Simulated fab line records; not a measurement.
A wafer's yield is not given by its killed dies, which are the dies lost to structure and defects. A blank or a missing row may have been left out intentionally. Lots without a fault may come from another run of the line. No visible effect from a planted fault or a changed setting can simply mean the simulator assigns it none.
The tool behind it: which one? ; flow gf180mcu ; 14 lots with 41 wafers sampled at 3 steps, on a route of 602 steps

== WHAT THE GAUGES READ, wafer by wafer ==
GF_M3_RS_MEAS_05: a four-point-probe measurement. Usual: M3_ALCU_RS gives 0.0695 ohm/sq (standard deviation 0.00071).
lot;measured;on;M3_ALCU_RS (ohm/sq);flag
L436;day 20 02:19;filmMetro-01;0.0703 0.0694 0.0694;
L437;day 20 06:47;filmMetro-01;0.0679 0.0691 0.0681;
L438;day 20 19:28;filmMetro-03;0.0703 0.0701 0.0703;
L439;day 21 07:06;filmMetro-04;0.0678 0.0692 0.0680;
L440;day 21 16:05;filmMetro-01;0.0703 0.0703 0.0703;
L442;day 22 13:22;filmMetro-03;0.0686 0.0681 0.0696;
L443;day 22 18:37;filmMetro-04;0.0695 0.0694 0.0706;
L445;day 23 19:34;filmMetro-04;0.0698 0.0693 0.0701;
L448;day 25 01:10;filmMetro-03;0.0699 0.0693 0.0698;
L454;day 26 20:27;filmMetro-04;0.0696 0.0693 0.0700;
L455;day 27 07:43;filmMetro-03;0.0692 0.0695;
L457;day 27 20:13;filmMetro-04;0.0693 0.0699 0.0698;
L458;day 27 22:49;filmMetro-01;0.0702 0.0707 0.0702;
L459;day 28 04:05;filmMetro-03;0.0693 0.0700 0.0699;

GF_V3_RS_MEAS_24: a four-point-probe measurement. Usual: V3_W_RS gives 0.327 ohm/sq (standard deviation 0.0032).
lot;measured;on;V3_W_RS (ohm/sq);flag
L436;day 22 03:46;filmMetro-02;0.329 0.331 0.327;
L437;day 22 07:55;filmMetro-03;0.330 0.329 0.327;
L438;day 22 20:48;filmMetro-01;0.328 0.326 0.325;
L439;day 23 07:44;filmMetro-01;0.332 0.330 0.330;
L440;day 23 15:37;filmMetro-02;0.325 0.329 0.324;
L442;day 24 12:44;filmMetro-03;0.326 0.326 0.329;
L443;day 24 17:14;filmMetro-01;0.327 0.328 0.328;
L445;day 25 18:35;filmMetro-02;0.332 0.324 0.329;
L448;day 26 20:20;filmMetro-02;0.328 0.327 0.326;
L454;day 28 14:31;filmMetro-03;0.329 0.326 0.328;
L455;day 29 01:20;filmMetro-02;0.330 0.326;
L457;day 29 13:18;filmMetro-01;0.324 0.320 0.323;
L458;day 29 15:23;filmMetro-02;0.330 0.331 0.329;
L459;day 29 20:25;filmMetro-02;0.325 0.323 0.328;

== WHICH TOOL RAN EACH LOT (tool, then ch and the chambers of the sampled wafers, then the start) ==
lot;GF_STI_ETCH_14
L436;rieSi-02 ch 0,1,3, day 2 01:25
L437;rieSi-02 ch 1,2,3, day 2 06:25
L438;rieSi-01 ch 1,2,3, day 2 11:07
L439;rieSi-01 ch 1,2,3, day 2 16:49
L440;rieSi-01 ch 0,2, day 2 21:19
L442;rieSi-01 ch 0,1, day 3 11:40
L443;rieSi-02 ch 0,3, day 3 12:55
L445;rieSi-01 ch 0,1,3, day 4 00:43
L448;rieSi-02 ch 0,1,2, day 4 15:16
L454;rieSi-01 ch 0,1,2, day 5 22:10
L455;rieSi-01 ch 0,1, day 6 03:27
L457;rieSi-02 ch 0,2,3, day 6 13:06
L458;rieSi-02 ch 0,2, day 6 19:03
L459;rieSi-02 ch 0,2,3, day 7 00:31
- GF_STI_ETCH_14: etches Si in HBr/Cl2/O2, target depth 360 nm, time 102.9 s.

== AS READ BY THE TOOLS THEMSELVES (means over the sampled wafers that have a number; for cases with no such wafer, the mark the record gives instead) ==
GF_STI_ETCH_14. Usual: drypumpMotorCurrentA 5.5 A, standard deviation 0.45; oesProductAu 0.998 a.u., standard deviation 0.0094; runLengthS 131.4 s, standard deviation 0.42; throttleValvePct 25.659 %, standard deviation 0.011.
lot;tool;drypumpMotorCurrentA (A);oesProductAu (a.u.);runLengthS (s);throttleValvePct (%);flag
L436;rieSi-02;5.4;1.007;131.6;25.646;
L437;rieSi-02;5.4;1.010;131.4;25.643;
L438;rieSi-01;5.7;1.005;131.4;25.653;
L439;rieSi-01;5.7;0.994;131.1;25.650;
L440;rieSi-01;5.7;0.986;131.5;25.671;
L442;rieSi-01;5.6;0.995;131.0;25.660;
L443;rieSi-02;5.0;1.003;131.7;25.652;
L445;rieSi-01;5.4;0.996;131.1;25.662;
L448;rieSi-02;5.6;0.997;131.7;25.670;
L454;rieSi-01;5.8;0.995;136.4;25.663;OFF
L455;rieSi-01;5.5;0.982;138.2;25.660;OFF
L457;rieSi-02;5.2;1.010;131.6;25.643;
L458;rieSi-02;5.5;1.005;131.5;25.657;
L459;rieSi-02;5.2;0.996;131.5;25.663;

== THE ANSWER, worked out from the rows above alone ==
Rule: a lot counts as off when the mean over its wafers that have a number is more than 3 standard deviations away from the usual mean. A lot without any number at a reading at which 4 lots or more have one is off too. The other lots that the step has rows for count as sound. First the gauges in route order, then the tools' own readings, where a lot's mean is used as printed above. The first step at which some lot is off is used, and at that step the reading that is off furthest; a lot without a number counts as furthest.
Off at GF_STI_ETCH_14 (runLengthS): L454, L455.
If a tool, at that step or one of the process steps before it, ran each lot that is off and ran no sound lot following the first of them, it fits. One fits: rieSi-01 at GF_STI_ETCH_14. A fault onset in the window from L445 (day 4 00:43, its last sound lot) to L454 (day 5 22:10, its first lot off) fits.
The tool's own readings at GF_STI_ETCH_14 bear it out: on the lots that are off they differ by more than 5 times the standard deviation of the sound lots' means. runLengthS reads 137.3 s there against 131.4 s on the sound lots.

== WHAT WAS PUT IN BY THE SIMULATOR ==
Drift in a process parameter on rieSi-01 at GF_STI_ETCH_14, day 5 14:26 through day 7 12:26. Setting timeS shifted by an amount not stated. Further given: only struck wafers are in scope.
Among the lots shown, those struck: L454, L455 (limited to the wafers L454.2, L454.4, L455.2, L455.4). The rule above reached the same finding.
